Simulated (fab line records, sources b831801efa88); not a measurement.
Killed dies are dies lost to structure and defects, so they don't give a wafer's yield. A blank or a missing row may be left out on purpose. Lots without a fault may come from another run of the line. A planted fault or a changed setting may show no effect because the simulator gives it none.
Which tool did it? | flow gf180mcu | 7 lots, 21 wafers sampled, at 3 steps of a route of 602

WHAT THE GAUGES READ, wafer by wafer
GF_HV_LDD_TW_MEAS_38.
lot  | measured     | on            | HV_LDD_3_TW
L421 | day 11 16:37 | film_metro-04 | 1451 1455 1444
L422 | day 12 03:26 | film_metro-02 | 1450 1444 1444
L423 | day 12 07:58 | film_metro-01 | 1440 1441 1441
L424 | day 12 16:55 | film_metro-04 | 1452 1445 1446
L425 | day 13 01:13 | film_metro-01 | 1437 1436 1437
L433 | day 15 11:49 | film_metro-04 | 1608 1613 1623
L434 | day 15 23:05 | film_metro-01 | 1595 1595 1607

WHICH TOOL RAN EACH LOT (tool, then ch and the chambers of the sampled wafers, then the start)
lot  | GF_VT_IMPLANT_STRIP_42               | GF_HV_LDD_IMPLANT_34
L421 | plasma_asher-02 ch 0,1, day 7 12:45  | implanter-02 ch 0, day 11 16:04
L422 | plasma_asher-02 ch 0,1, day 7 19:17  | implanter-01 ch 0, day 12 02:55
L423 | plasma_asher-04 ch 0,1, day 8 01:57  | implanter-01 ch 0, day 12 07:26
L424 | plasma_asher-02 ch 0, day 8 10:56    | implanter-01 ch 0, day 12 16:22
L425 | plasma_asher-03 ch 0,1, day 8 17:48  | implanter-02 ch 0, day 13 00:40
L433 | plasma_asher-02 ch 0,1, day 10 22:45 | implanter-03 ch 0, day 15 11:16
L434 | plasma_asher-04 ch 0,1, day 11 07:05 | implanter-03 ch 0, day 15 22:34
- GF_VT_IMPLANT_STRIP_42: strips in O2/N2.
- GF_HV_LDD_IMPLANT_34

THE ANSWER, worked out from the rows above alone
Rule: what is usual is taken from the lots themselves. Put in order of their means at a reading, lots are off if they are a third of the lots or fewer, leave a main group of 4 or more, and stand apart from it by a gap of 3 or more times the standard deviation of the main group's means; of several such gaps the widest counts. A main group whose means are all the same, to the digits that the tables above print for the reading, isn't used. A lot without any number at a reading at which 4 lots or more have one is off too. The other lots that the step has rows for count as sound.
Off: L433, L434, at GF_HV_LDD_TW_MEAS_38 (HV_LDD_3_TW). The main group: mean 1444, standard deviation 4.9.
A tool fits if, at a process step before that reading, it ran every lot that is off, and no sound lot after the first of them. The gauges at GF_HV_LDD_TW_MEAS_38 are tried like those tools. One fits: implanter-03 at GF_HV_LDD_IMPLANT_34. It ran no sound lot before its first lot that is off in this sample, so the start can't be narrowed down.

WHAT THE SIMULATOR HAD PUT IN
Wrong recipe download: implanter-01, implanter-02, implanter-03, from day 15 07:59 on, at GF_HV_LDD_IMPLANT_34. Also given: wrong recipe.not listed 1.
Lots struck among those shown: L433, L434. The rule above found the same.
